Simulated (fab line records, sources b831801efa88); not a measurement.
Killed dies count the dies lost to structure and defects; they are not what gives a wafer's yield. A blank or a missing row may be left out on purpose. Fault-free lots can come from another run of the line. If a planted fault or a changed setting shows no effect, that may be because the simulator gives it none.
Matching of chambers | flow sky130 | rie diel-03 running SKY_FIELD_ISO_ETCH_15: 4 sister chambers
The step etches the open film in CHF3/O2, stops on Si, target depth 180 nm, time 72 s. 8 wafers are shown with their chamber, then 7 later ones without.

WAFERS PAIRED WITH THEIR CHAMBERS
wafer  | chamber | O2_flow_sccm (sccm) | throttle valve pct (%)
L128.6 | 0       | 4.988               | 8.832
L129.2 | 0       | 4.999               | 8.841
L131.5 | 2       | 4.989               | 8.839
L133.2 | 1       | 4.998               | 8.858
L133.4 | 2       | 5.007               | 8.850
L133.6 | 1       | 4.991               | 8.851
L135.4 | 3       | 5.011               | 8.858
L135.5 | 3       | 5.021               | 8.849

WAFERS WHOSE CHAMBER IS MISSING
wafer  | O2_flow_sccm (sccm) | throttle valve pct (%)
L135.6 | 5.008               | 8.839
L145.1 | 4.988               | 8.830
L145.2 | 4.978               | 8.843
L145.3 | 4.977               | 8.839
L147.1 | 5.008               | 8.843
L147.4 | 5.019               | 8.842
L147.6 | 5.015               | 8.843

WHICH CHAMBER EACH WENT THROUGH
wafer  | from the rows above               | in truth
L135.6 | can't be placed: 2 or 0 or 3 or 1 | 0
L145.1 | can't be placed: 0 or 2           | 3
L145.2 | can't be placed: 0 or 2 or 1      | 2
L145.3 | can't be placed: 0 or 2 or 1      | 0
L147.1 | can't be placed: 2 or 3 or 0 or 1 | 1
L147.4 | can't be placed: 3 or 2 or 0 or 1 | 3
L147.6 | can't be placed: 3 or 2 or 0 or 1 | 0
Correct placement for 0 of the 7. Unplaceable from these rows: 7, with the true chamber sitting among the candidates in 6. Placed wrongly: 0.
How it was worked out, from the rows above alone: a wafer's distance from a chamber is the root of the sum, over the readings, of the square of ((its reading less the chamber's mean) divided by the reading's scatter). The wafer belongs to the nearest chamber; if the next one is less than 2 further off, it can't be placed. A chamber's mean is the mean of its shown wafers. The scatter: the root of (the sum of the squares of (reading less its chamber's mean) over the shown wafers, divided by (wafers less chambers)).
